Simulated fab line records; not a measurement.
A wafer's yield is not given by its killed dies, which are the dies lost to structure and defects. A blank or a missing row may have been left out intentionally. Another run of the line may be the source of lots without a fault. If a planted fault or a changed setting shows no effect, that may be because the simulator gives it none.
fab line records    flow sky130
record: lots: 6  wafers: 18  last-day: 50
route steps=708 shown LI_CONTACT@371 PAD_OPEN@708
lots with no fault: from the same line, run without faults
start-h: the number of hours between the record's first day and the start of the first shown wafer of the lot    wait-h: time in hours since the lot's previous step    " unchanged from the row above    L1.1+2: a single row standing in for several wafers    - no value, or no start given    * or withheld: withheld    < > ~ a bound
route shown NAME@n: names a module that has steps shown in the file, with the first one's number in the route    usual: the fault-free wafers' mean and standard deviation    same: alike in all rows    chamber/n: place in a boat    sites: the reading at each site    _std_site: the values' standard deviation    _edge_site: the outer-site mean with the inner-site mean subtracted    radius-mm: for every site, how far away it sits from the centre of the wafer    mask NAME#n: copy n    behind: tool/chamber where the wafer was last shaped    hold: what put the lot on hold/how long, in hours/how the hold closed    device: which transistor (n, p or np) failed to switch    end of line: the route-end tests of the same wafers    for a step that has no rows: nothing shown but its recipe    killed: not the wafer's yield, but the dies lost to structure and defects at the first sort    map: a wafer's dies, marking killed ones x, the rest . and places with no die _
set.NAME: setting as actually run; set.NAME@STEP: the setting as run at that earlier step    model.NAME: the simulator's own value behind a step, which no gauge read
a table for each step, a row for each wafer; lots at some steps of the route
services: when a tool's chamber went out of use (start-h, in hours from the record's first day, below 0 if earlier), for how many hours, and the reason
== steps ==
step: SKY_LI_CONTACT_EXPOSE_09
recipe: mask-id: LICM1  na: 0.8  source-shape: annular  sigma-inner: 0.55  sigma-outer: 0.85  target-cd-nm: 170  dose-mj: 38
step: SKY_LI_CONTACT_PEB_10
recipe: peb-temp-c: withheld  peb-time-s: withheld  resist: KrF-thick
step: SKY_LI_CONTACT_DEVELOP_11
recipe: develop-time-s: 60  resist: KrF-thick  dev-temp-c: 21
step: SKY_LI_CONTACT_CD_MEAS_12
recipe: target-cd-nm: 170
usual: cd-nm: 170.3/1.7
lot.wafer  tool       chamber  start-h  wait-h  cd-nm
L783.1     cd-sem-01  -        683.80   -       169.8
L783.3     "          -        "        "       169.3
L783.6     "          -        "        "       169.4
L795.1     cd-sem-02  -        777.98   -       168.1
L795.4     "          -        "        "       169.1
L795.5     "          -        "        "       171.0
L797.1     cd-sem-01  -        794.55   -       166.7
L797.2     "          -        "        "       168.6
L797.4     "          -        "        "       168.8
L798.2     cd-sem-01  -        800.65   -       168.1
L798.3     "          -        "        "       168.0
L798.6     "          -        "        "       167.5
L804.4     cd-sem-02  -        837.38   -       171.3
L804.5     "          -        "        "       170.9
L804.6     "          -        "        "       170.5
L805.1     cd-sem-02  -        844.73   -       171.2
L805.3     "          -        "        "       169.0
L805.4     "          -        "        "       171.1
step: SKY_LI_CONTACT_OVL_MEAS_13
usual: LI_CONTACT_OVL: -2/5.2
lot.wafer  tool        chamber  start-h  wait-h  LI_CONTACT_OVL[nm]
L783.1     overlay-01  -        683.92   0.1     -5
L783.3     "           -        "        "       1
L783.6     "           -        "        "       -5
L795.1     overlay-02  -        778.10   0.1     1
L795.4     "           -        "        "       -1
L795.5     "           -        "        "       -15
L797.1     overlay-01  -        794.67   0.1     -3
L797.2     "           -        "        "       4
L797.4     "           -        "        "       3
L798.2     overlay-02  -        800.75   0.1     -4
L798.3     "           -        "        "       0
L798.6     "           -        "        "       -6
L804.4     overlay-01  -        837.46   0.1     -9
L804.5     "           -        "        "       4
L804.6     "           -        "        "       -6
L805.1     overlay-02  -        844.85   0.1     0
L805.3     "           -        "        "       -1
L805.4     "           -        "        "       -8
step: SKY_LI_CONTACT_ETCH_14
recipe: chemistry: N2/H2  target: BARC  ion-energy-ev: 200  source-w: 500  bias-w: 100  pressure-mtorr: 30  n2-flow-sccm: 100  h2-flow-sccm: 200  stop-on: SiO2  time-s: 45.9  target-depth-a: 600
usual: drypump-motor-current-A: 5.6/0.31  oes-product-au: 0.854/0.0045  throttle-valve-pct: 13.225/0.0094
lot.wafer  tool         chamber  start-h  wait-h  drypump-motor-current-A  oes-product-au  rf-hours-counter-h  throttle-valve-pct
L783.1     rie-diel-04  1        683.96   0.0     5.3                      0.850           37                  13.226
L783.3     "            2        "        "       5.1                      0.853           4                   13.226
L783.6     "            3        "        "       5.6                      0.850           -                   13.227
L795.1     rie-diel-04  3        778.13   0.0     5.6                      0.853           19                  13.243
L795.4     "            2        "        "       5.1                      0.853           7                   13.220
L795.5     "            2        "        "       5.1                      0.858           -                   13.241
L797.1     rie-diel-03  3        794.70   0.0     5.7                      0.859           4                   13.219
L797.2     "            0        "        "       5.9                      0.855           9                   13.225
L797.4     "            1        "        "       5.7                      0.856           -                   13.234
L798.2     rie-diel-04  0        800.78   0.0     5.4                      0.862           4                   13.217
L798.3     "            2        "        "       5.1                      0.853           7                   13.210
L798.6     "            3        "        "       5.6                      0.849           -                   13.227
L804.4     rie-diel-04  3        837.50   0.0     5.6                      0.857           -                   13.210
L804.5     "            1        "        "       5.3                      0.860           -                   13.226
L804.6     "            0        "        "       5.4                      0.860           -                   13.234
L805.1     rie-diel-03  3        844.88   0.0     5.7                      0.860           5                   13.234
L805.3     "            2        "        "       5.3                      0.855           1                   13.224
L805.4     "            1        "        "       5.7                      0.860           15                  13.229
step: SKY_LI_CONTACT_ETCH_15
recipe: target: PSG  chemistry: C4F8/O2/Ar  stop-on: Si  taper-deg: 4.15  mask-material: KrF-thick  source-w: 1500  bias-w: 1200  pressure-mtorr: 40  c4f8-flow-sccm: withheld  O2_flow_sccm: 6  Ar_flow_sccm: 300  time-s: withheld  target-depth-a: 6000
usual: oes-product-au: 0.836/0.0046
lot.wafer  tool         chamber  start-h  wait-h  oes-product-au
L783.1     rie-diel-04  1        684.00   0.0     0.836
L783.3     "            2        "        "       0.838
L783.6     "            3        "        "       0.835
L795.1     rie-diel-04  3        778.18   0.0     0.843
L795.4     "            2        "        "       0.838
L795.5     "            2        "        "       0.833
L797.1     rie-diel-03  3        794.74   0.0     0.832
L797.2     "            0        "        "       0.833
L797.4     "            1        "        "       0.839
L798.2     rie-diel-04  0        800.83   0.0     0.837
L798.3     "            2        "        "       0.836
L798.6     "            3        "        "       0.833
L804.4     rie-diel-04  3        837.56   0.0     0.840
L804.5     "            1        "        "       0.837
L804.6     "            0        "        "       0.836
L805.1     rie-diel-03  3        844.93   0.0     0.837
L805.3     "            2        "        "       0.838
L805.4     "            1        "        "       0.838
step: SKY_LI_CONTACT_STRIP_16
recipe: chemistry: O2/N2  power-w: 1400  pressure-mtorr: 1500  platen-temp-c: withheld  o2-flow-sccm: 3000  n2-flow-sccm: 300  overash-fraction: 0.5
usual: drypump-motor-current-A: 5.8/0.38  oes-product-au: 0.376/0.0044  strip-time-to-endpoint-s: 3.493/0.026
lot.wafer  tool             chamber  start-h  wait-h  drypump-motor-current-A  oes-product-au  rf-hours-counter-h  strip-time-to-endpoint-s
L783.1     plasma-asher-02  0        684.08   -       5.4                      0.374           89                  3.480
L783.3     "                1        "        "       6.2                      0.372           -                   3.454
L783.6     "                0        "        "       5.4                      0.375           -                   3.473
L795.1     plasma-asher-03  0        778.26   -       6.2                      0.377           67                  3.473
L795.4     "                1        "        "       5.5                      0.374           -                   3.464
L795.5     "                1        "        "       5.5                      0.374           -                   3.459
L797.1     plasma-asher-03  0        794.83   -       6.1                      0.376           69                  3.508
L797.2     "                1        "        "       5.5                      0.377           69                  3.507
L797.4     "                0        "        "       6.1                      0.379           -                   3.529
L798.2     plasma-asher-02  0        800.91   -       5.4                      0.378           102                 3.502
L798.3     "                1        "        "       6.2                      0.375           -                   3.459
L798.6     "                0        "        "       5.4                      0.371           -                   3.505
L804.4     plasma-asher-03  0        837.64   -       6.2                      0.368           -                   3.475
L804.5     "                0        "        "       6.2                      0.373           -                   3.480
L804.6     "                1        "        "       5.5                      0.377           -                   3.482
L805.1     plasma-asher-02  1        845.01   -       6.2                      0.377           109                 3.499
L805.3     "                1        "        "       6.3                      0.375           -                   3.539
L805.4     "                0        "        "       5.3                      0.377           -                   3.505
step: SKY_LI_CONTACT_CLEAN_17
recipe: chemistry: NMP  time-s: 600  temp-c: 60  dry: n2-spin
step: SKY_LI_CONTACT_PRE_CLEAN_18
recipe: gas: Ar  time-s: 5.6  bias-v: 358
step: SKY_LI_CONTACT_SPUTTER_19
recipe: material: Ti  target-thk-nm: 20  chamber-pressure-pa: 5  power-w: 2500  substrate-temp-c: 200  time-s: 106.37
usual: throttle-valve-pct: 30.2/1.2
lot.wafer  tool            chamber  start-h  wait-h  throttle-valve-pct
L783.1     pvd-sputter-03  -        684.42   0.0     29.5
L783.3     "               -        "        "       30.3
L783.6     "               -        "        "       28.5
L795.1     pvd-sputter-01  -        778.56   0.0     31.7
L795.4     "               -        "        "       30.3
L795.5     "               -        "        "       30.0
L797.1     pvd-sputter-03  -        795.14   0.0     29.8
L797.2     "               -        "        "       28.3
L797.4     "               -        "        "       30.2
L798.2     pvd-sputter-03  -        801.22   0.0     28.9
L798.3     "               -        "        "       30.3
L798.6     "               -        "        "       29.6
L804.4     pvd-sputter-01  -        837.90   0.0     31.5
L804.5     "               -        "        "       30.6
L804.6     "               -        "        "       30.0
L805.1     pvd-sputter-02  -        845.31   0.0     29.4
L805.3     "               -        "        "       30.6
L805.4     "               -        "        "       32.9
step: SKY_LI_CONTACT_SPUTTER_20
recipe: material: TiN  target-thk-nm: 20  chamber-pressure-pa: 5  power-w: 4000  time-s: 80
usual: throttle-valve-pct: 30.2/1.2
lot.wafer  tool            chamber  start-h  wait-h  throttle-valve-pct
L783.1     pvd-sputter-03  -        684.57   0.1     29.7
L783.3     "               -        "        "       30.0
L783.6     "               -        "        "       28.4
L795.1     pvd-sputter-01  -        778.63   0.0     31.5
L795.4     "               -        "        "       30.5
L795.5     "               -        "        "       30.0
L797.1     pvd-sputter-03  -        795.22   0.0     29.8
L797.2     "               -        "        "       28.5
L797.4     "               -        "        "       30.2
L798.2     pvd-sputter-03  -        801.30   0.0     28.9
L798.3     "               -        "        "       30.2
L798.6     "               -        "        "       29.9
L804.4     pvd-sputter-01  -        837.97   0.0     31.6
L804.5     "               -        "        "       30.4
L804.6     "               -        "        "       30.2
L805.1     pvd-sputter-02  -        845.38   0.0     29.2
L805.3     "               -        "        "       30.7
L805.4     "               -        "        "       32.6
step: SKY_LI_CONTACT_CVD_21
recipe: material: W  target-thk-nm: 400  time-s: 120.56  temp-c: 400  pressure-torr: 40
usual: heater-power-w: 873/64
lot.wafer  tool      chamber  start-h  wait-h  heater-power-w  model.W_of_LI_CONTACT_CVD_21.thk-nm
L783.1     cvd-w-02  1        684.69   0.1     815             398.6
L783.3     "         0        "        "       937             403.4
L783.6     "         1        "        "       815             398.3
L795.1     cvd-w-01  1        778.69   0.0     940             400.5
L795.4     "         0        "        "       803             400.7
L795.5     "         1        "        "       920             399.8
L797.1     cvd-w-01  0        795.28   0.0     792             411.9
L797.2     "         1        "        "       936             399.7
L797.4     "         1        "        "       947             400.9
L798.2     cvd-w-01  1        801.36   0.0     932             400.8
L798.3     "         0        "        "       808             408.7
L798.6     "         0        "        "       795             411.6
L804.4     cvd-w-02  1        838.08   0.1     833             406.2
L804.5     "         1        "        "       844             400.5
L804.6     "         0        "        "       935             405.9
L805.1     cvd-w-02  1        845.44   0.0     848             404.6
L805.3     "         0        "        "       929             404.6
L805.4     "         1        "        "       831             408.2
step: SKY_LI_CONTACT_RS_MEAS_22
recipe: thk-meas-gauge: four-point-probe  reads: W_of_LI_CONTACT_CVD_21+TiN_of_LI_CONTACT_SPUTTER_20+Ti_of_LI_CONTACT_SPUTTER_19
usual: LI_CONTACT_W_RS: 0.2836/0.0029
lot.wafer  tool           chamber  start-h  wait-h  LI_CONTACT_W_RS[ohm/sq]
L783.1     film-metro-03  -        684.81   0.1     0.2856
L783.3     "              -        "        "       0.2820
L783.6     "              -        "        "       0.2857
L795.1     film-metro-04  -        778.82   0.1     0.2842
L795.4     "              -        "        "       0.2838
L795.5     "              -        "        "       0.2841
L797.1     film-metro-04  -        795.40   0.1     0.2763
L797.2     "              -        "        "       0.2850
L797.4     "              -        "        "       0.2839
L798.2     film-metro-02  -        801.50   0.1     0.2838
L798.3     "              -        "        "       0.2783
L798.6     "              -        "        "       0.2764
L804.4     film-metro-03  -        838.22   0.1     0.2801
L804.5     "              -        "        "       0.2836
L804.6     "              -        "        "       0.2806
L805.1     film-metro-03  -        845.57   0.1     0.2816
L805.3     "              -        "        "       0.2812
L805.4     "              -        "        "       0.2785
step: SKY_PAD_OPEN_PROBE_99
usual: killed_at_M0_to_M3: 44/6.6  killed_at_M4_up: 3.4/1.9  killed-at-contacts: 25/5.6  killed-at-front-end: 15/4.6  killed-at-other: 0.3/0.6  killed-dies: 88/9.5  killed-open: 47/7.1  killed-short: 40/6.4
same: gross-dies: 492  killed-at-back-side: 0
lot.wafer  tool       chamber  start-h  wait-h  killed_at_M0_to_M3  killed_at_M4_up  killed-at-contacts  killed-at-front-end  killed-at-other  killed-dies  killed-open  killed-short
L783.1     prober-01  -        1082.58  0.1     48                  2                16                  8                    0                74           45           29
L783.3     prober-01  -        1082.68  0.2     52                  2                23                  16                   1                94           52           42
L783.6     prober-01  -        1082.83  0.2     46                  2                26                  12                   1                87           41           46
L797.1     prober-01  -        1158.67  0.1     47                  3                20                  19                   0                89           48           41
L797.2     prober-01  -        1158.72  0.1     46                  4                19                  23                   1                93           49           44
L797.4     prober-01  -        1158.82  0.2     35                  2                25                  10                   0                72           46           26
L804.4     prober-01  -        1189.81  0.2     51                  5                26                  19                   1                102          46           56
L804.5     prober-01  -        1189.86  0.2     32                  5                24                  14                   0                75           34           41
L804.6     prober-01  -        1189.91  0.2     45                  2                31                  15                   0                93           51           42
killed by level:class
L783.1 VIA1:geometric-particle:open=18 VIA2:geometric-particle:open=6 METAL1:geometric-particle:short=6 LI_CONTACT:geometric-particle:open=5 CONTACT:geometric-particle:open=5 VIA3:geometric-particle:short=4 VIA3:geometric-particle:open=4 LI_CONTACT:geometric-particle:short=3
L783.3 VIA1:geometric-particle:open=14 CONTACT:geometric-particle:open=9 METAL2:geometric-particle:short=8 VIA3:geometric-particle:open=7 CONTACT:geometric-particle:short=6 METAL1:geometric-particle:short=6 POLY_GATE:geometric-particle:open=5 VIA1:geometric-particle:short=4
L783.6 VIA1:geometric-particle:short=12 CONTACT:geometric-particle:open=10 VIA1:geometric-particle:open=8 METAL2:geometric-particle:short=6 VIA2:geometric-particle:open=6 FIELD_ISO:geometric-particle:short=5 LI_CONTACT:geometric-particle:open=5 METAL1:geometric-particle:short=5
L797.1 VIA1:geometric-particle:open=13 METAL2:geometric-particle:short=11 POLY_GATE:geometric-particle:open=6 CONTACT:geometric-particle:open=6 VIA2:geometric-particle:open=6 LI_CONTACT:geometric-particle:open=5 VIA1:geometric-particle:short=4 METAL3:geometric-particle:short=4
L797.2 VIA1:geometric-particle:open=14 POLY_GATE:geometric-particle:short=8 VIA2:geometric-particle:open=7 POLY_GATE:geometric-particle:open=6 CONTACT:geometric-particle:open=5 LOCAL_INTERCONNECT:geometric-particle:short=5 LI_CONTACT:geometric-particle:open=4 VIA1:geometric-particle:short=4
L797.4 VIA1:geometric-particle:open=9 VIA3:geometric-particle:open=8 VIA2:geometric-particle:open=7 LI_CONTACT:geometric-particle:open=6 CONTACT:geometric-particle:open=6 CONTACT:geometric-particle:short=6 POLY_GATE:geometric-particle:open=4 POLY_GATE:geometric-particle:short=3
L804.4 CONTACT:geometric-particle:open=11 VIA1:geometric-particle:open=11 METAL3:geometric-particle:short=8 POLY_GATE:geometric-particle:short=7 VIA2:geometric-particle:open=7 METAL1:geometric-particle:short=7 METAL2:geometric-particle:short=6 CONTACT:geometric-particle:short=5
L804.5 CONTACT:geometric-particle:open=9 CONTACT:geometric-particle:short=6 VIA2:geometric-particle:open=6 POLY_GATE:geometric-particle:short=5 LI_CONTACT:geometric-particle:open=5 METAL1:geometric-particle:short=4 METAL2:geometric-particle:short=4 FIELD_ISO:geometric-particle:short=3
L804.6 VIA1:geometric-particle:open=11 CONTACT:geometric-particle:open=9 LOCAL_INTERCONNECT:geometric-particle:short=8 LI_CONTACT:geometric-particle:open=7 METAL1:geometric-particle:short=7 VIA3:geometric-particle:open=6 FIELD_ISO:geometric-particle:open=5 VIA2:geometric-particle:short=5
== services ==
tool             chamber  start-h  hours  kind
cvd-w-01         -        681.81   1.1    repair
rie-diel-03      1        685.19   12.9   repair
rie-diel-03      3        687.62   3.3    repair
rie-diel-04      3        700.52   3.8    repair
rie-diel-04      1        707.18   5.0    repair
rie-diel-04      -        713.20   1.0    repair
rie-diel-03      -        727.46   2.8    pm
plasma-asher-02  -        766.42   12.0   repair
pvd-sputter-02   -        776.67   4.0    repair
cvd-w-01         -        778.07   0.5    repair
rie-diel-03      2        778.33   -      clean
rie-diel-03      2        778.33   17.1   scheduled-down
rie-diel-03      2        778.33   17.1   vent-cycle
pvd-sputter-02   1        803.47   -      consumable-replace:kit
pvd-sputter-02   1        803.47   18.0   scheduled-down
rie-diel-04      1        804.37   -      clean
rie-diel-04      1        804.37   16.9   scheduled-down
rie-diel-04      1        804.37   16.9   vent-cycle
rie-diel-03      -        809.42   0.3    repair
rie-diel-04      2        812.83   54.2   repair
rie-diel-03      3        819.27   6.7    repair
cvd-w-01         1        831.93   11.4   repair
pvd-sputter-03   -        832.97   0.5    repair
cvd-w-01         0        836.09   4.9    repair
== key ==
first-sign: step: SKY_LI_CONTACT_RS_MEAS_22  reading: LI_CONTACT_W_RS  direction: down  sigmas: 2.3  usual: 0.2836  struck: 0.2770
effect none on later readings
model-effect: step: SKY_LI_CONTACT_CVD_21  value: W_of_LI_CONTACT_CVD_21.thk-nm  without: 399.9  struck: 410.7
met-at SKY_LI_CONTACT_CVD_21
struck-wafers L797.1,L798.3,L798.6
tester-left-out L797,L798
onset-between 778.69 795.28
fault: kind: process-parameter-drift  tool: cvd-w-01  chamber: 0  onset-h: 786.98  steps: SKY_LI_CONTACT_CVD_21  channel: target-thk-nm  offset: 10.83  shape: step  end-h: 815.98  acts-in: these-recipes-only  stated: 400
tester-left-out: of these lots the tester's yield and bins aren't shown, on N5 and GAA mostly nor the transistor test; their killed dies are dies lost to structure and defects alone, not to doping, threshold or leakage, so they don't give the yield
